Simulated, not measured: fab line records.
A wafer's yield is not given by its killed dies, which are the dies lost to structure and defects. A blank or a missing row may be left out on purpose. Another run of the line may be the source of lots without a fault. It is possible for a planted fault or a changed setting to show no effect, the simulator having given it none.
A lot that was struck, set against a sound lot	flow sky130	14 steps out of a route of 708
Sound: the wafers L742.2, L742.5, L742.6. Wafers L736.1, L736.4, L736.5 were the ones struck. Last of all comes the cause.
Order at every step that has rows: each side's tool, ch and its chambers, its first start. Under that, the readings that differ: sound wafers	struck wafers	difference of the means	sigmas: that difference in standard deviations of wafers without a fault.
alike: a reading whose means differ by less than 2 such deviations, as well as words and numbers matching on both sides. not compared: withheld readings; readings where some wafer has no value; bounds like >300 that might hide an equal value; numbers whose values overlap and for which the record gives no deviation.
The two part at a step that has a row with sigmas, a row that says differs or no value, or rows on one side only. Non-overlapping numbers with no deviation appear without sigmas and do not part them. Lack of a reading on every wafer of one side parts them only where that side has two or more wafers.

first, 3 steps without rows for these wafers: SKY_FIELD_ISO_EXPOSE_10 (exposes mask FOM, target cd 150 nm); SKY_FIELD_ISO_PEB_11; SKY_FIELD_ISO_DEVELOP_12 (develop time 60 s).
SKY_FIELD_ISO_CD_MEAS_13 targets a cd of 150 nm.
  sound on cd sem-01 at day 5 22:56; struck on cd sem-01 at day 4 12:57
reading	sound	struck	difference	sigmas
cd nm (nm)	150.2 150.7 150.8	148.1 148.3 147.2	-2.7	-2
SKY_FIELD_ISO_ETCH_14: etches BARC in N2/H2, stops on SiO2, time 45.9 s, target depth 60 nm.
  sound on rie diel-02 ch 1,2,3, day 5 23:02; struck on rie diel-02 ch 0,1,2, day 4 13:04
  alike: drypump motor current A, oes product au, throttle valve pct
  not compared: rf hours counter h
SKY_FIELD_ISO_ETCH_15: etches the open film in CHF3/O2, stops on Si, target depth 180 nm, time 72 s.
  sound on rie diel-02 ch 1,2,3, day 5 23:05; struck on rie diel-02 ch 0,1,2, day 4 13:07
  alike: drypump motor current A, oes product au, throttle valve pct
  not compared: rf hours counter h
SKY_FIELD_ISO_STRIP_16: strips in O2/N2.
  sound on plasma asher-03 ch 0,1, day 5 23:08; struck on plasma asher-02 ch 0,1, day 4 13:10
  alike: drypump motor current A, oes product au, strip time to endpoint s
  not compared: rf hours counter h
SKY_FIELD_ISO_ETCH_17: etches Si in HBr/Cl2/O2, target depth 342 nm, time 97.7 s.
  sound on rie si-02 ch 0,3, day 5 23:14; struck on rie si-02 ch 1,2, day 4 13:16
  alike: drypump motor current A, oes product au, throttle valve pct
  not compared: rf hours counter h
then, 4 steps without rows for these wafers: SKY_FIELD_ISO_WET_ETCH_18 (etches Si3N4 in H3PO4, target depth 25 nm, time 286 s); SKY_FIELD_ISO_CLEAN_19 (cleans in SC1/SC2, time 150 s); SKY_FIELD_ISO_CLEAN_20 (cleans in dHF, time 20 s); SKY_FIELD_ISO_WET_ETCH_21 (etches SiO2 in dHF, target depth 20 nm, time 400 s).
SKY_FIELD_ISO_OXIDATION_22: stabilise 600 s, purge 300 s, target thk 10 nm.
  struck on furnace-02, day 4 14:57; sound on furnace-01 ch 0, day 5 23:35
  no value came back on the struck wafers for ox temp c (C), ox temp c max; on the sound wafers ox temp c (C) reads 949.2 950.1 949.9
then, 1 step without rows for these wafers: SKY_FIELD_ISO_CVD_24 (deposits SiO2, target thk 595 nm, time 99.2 s).

## WHERE THEY PART
Last at SKY_FIELD_ISO_OXIDATION_22 as far as this record goes, first at SKY_FIELD_ISO_CD_MEAS_13.

WHY: what the simulator had put in
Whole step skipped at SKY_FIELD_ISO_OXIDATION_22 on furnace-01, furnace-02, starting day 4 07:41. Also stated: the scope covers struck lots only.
